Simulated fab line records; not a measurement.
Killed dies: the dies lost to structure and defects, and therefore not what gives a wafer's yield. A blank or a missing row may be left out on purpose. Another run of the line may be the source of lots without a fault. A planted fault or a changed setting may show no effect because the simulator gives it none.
8D (eight disciplines) problem report, filled in by code + flow sky130 + the parts of the form that need people (team, actions taken, sign-off) are left out

## 1. PROBLEM STATEMENT
Wafers without a fault read 0.8 %, standard deviation 0.44; sort_bin_3_pad_short at SKY_PAD_OPEN_PROBE_99 reads a mean of 4.4 % on 3 wafers belonging to 2 lots. Measured from the usual mean, that is +8.1 standard deviations.
Seen first at day 48 19:38 on prober-02, wafer L146.2. At this step, 6 wafers from 2 lots have a number in the record. By rule, "out" or "out of limits" means more than 4 standard deviations away from the usual mean. The rest of the wafers with a number are treated as sound.

## 2. WHAT IT IS, WHAT IT ISN'T
| question                    | is                                                                                                       | is not                                                                          |
|-----------------------------|----------------------------------------------------------------------------------------------------------|---------------------------------------------------------------------------------|
| which readings at this step | sort_bin_3_pad_short, defect_limited_yield, killed_at_M0_to_M3, killed_dies, sort_n_pass, sort_yield_pct | killed_at_M4_up, killed_at_contacts, killed_at_other, killed_open, killed_short |
| which lots                  | L146, L148                                                                                               | -                                                                               |
| which wafers of those lots  | L146.2, L148.2, L148.4                                                                                   | L146.3, L146.5, L148.3                                                          |
| read on which tools         | prober-01, prober-02                                                                                     | -                                                                               |
| when                        | from day 48 19:38                                                                                        | up to then (0 sound wafers); but 3 sound wafers of L146, L148 came after        |

## 3. THE SUSPECTS, EACH WITH WHAT RULES IT OUT
Counting: any tool at a process step up to the reading remains a suspect provided it ran every lot that is out. Sound lots after the first of them don't rule it out here, since some wafers of a struck lot are sound.
- cvd_w-02 at SKY_VIA3_CVD_21 (deposits W, target thk 390 nm, time 117.31 s): kept. It ran every lot that is out, first L146 (day 43 06:50).
- Within cvd_w-02 at SKY_VIA3_CVD_21, the wafers that are out were processed in chamber 1 and their sound lot-mates in chamber 0.
After counting, what remains is cvd_w-02 at SKY_VIA3_CVD_21.

## 4. THE CAUSE (what the simulator had put in)
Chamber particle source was cvd_w-02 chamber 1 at SKY_VIA3_CVD_21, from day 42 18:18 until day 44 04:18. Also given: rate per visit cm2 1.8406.
Only this tool survived the counting.

## 5. THE CHAIN OF EFFECTS, in route order
Each row: a reading where the mean over the struck wafers with a number is more than 3 standard deviations away from the usual. Readings are gone through only where the record gives a usual standard deviation; hours: the median, over the lots, of the time from a lot's start at the first step in this table giving one to that lot's start at this step; sigmas: the change measured in usual standard deviations.
| hours | step                  | reading              | usual  | on struck wafers | change | sigmas |
|-------|-----------------------|----------------------|--------|------------------|--------|--------|
| 0     | SKY_PAD_OPEN_PROBE_99 | defect_limited_yield | 82.5 % | 73.0             | -9.5   | -5.0   |
| 0     | SKY_PAD_OPEN_PROBE_99 | killed_at_M0_to_M3   | 44     | 95               | +51    | +7.9   |
| 0     | SKY_PAD_OPEN_PROBE_99 | killed_dies          | 86     | 133              | +47    | +4.9   |
| 0     | SKY_PAD_OPEN_PROBE_99 | sort_bin_3_pad_short | 0.8 %  | 4.4              | +3.6   | +8.1   |
| 0     | SKY_PAD_OPEN_PROBE_99 | sort_bin_5_function  | 10.5 % | 16.0             | +5.5   | +3.5   |
| 0     | SKY_PAD_OPEN_PROBE_99 | sort_n_pass          | 406    | 359              | -47    | -4.9   |
| 0     | SKY_PAD_OPEN_PROBE_99 | sort_yield_pct       | 82.5 % | 73.0             | -9.5   | -5.0   |
It contains these process steps:
- SKY_PAD_OPEN_PROBE_99

## 6. HOW IT WOULD HAVE BEEN CAUGHT EARLIER
In this record the first reading out of limits was taken at day 48 19:38, 145 hours after the fault began at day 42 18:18.
An alarm limit of 4 standard deviations would not have fired on the tool readings at SKY_VIA3_CVD_21 for which the record gives a usual standard deviation, since none of them was out on any struck wafer.
By day 48 19:38, every lot that is out (2) had started SKY_VIA3_CVD_21 on cvd_w-02. None of them would have been spared by holding the tool at that moment.
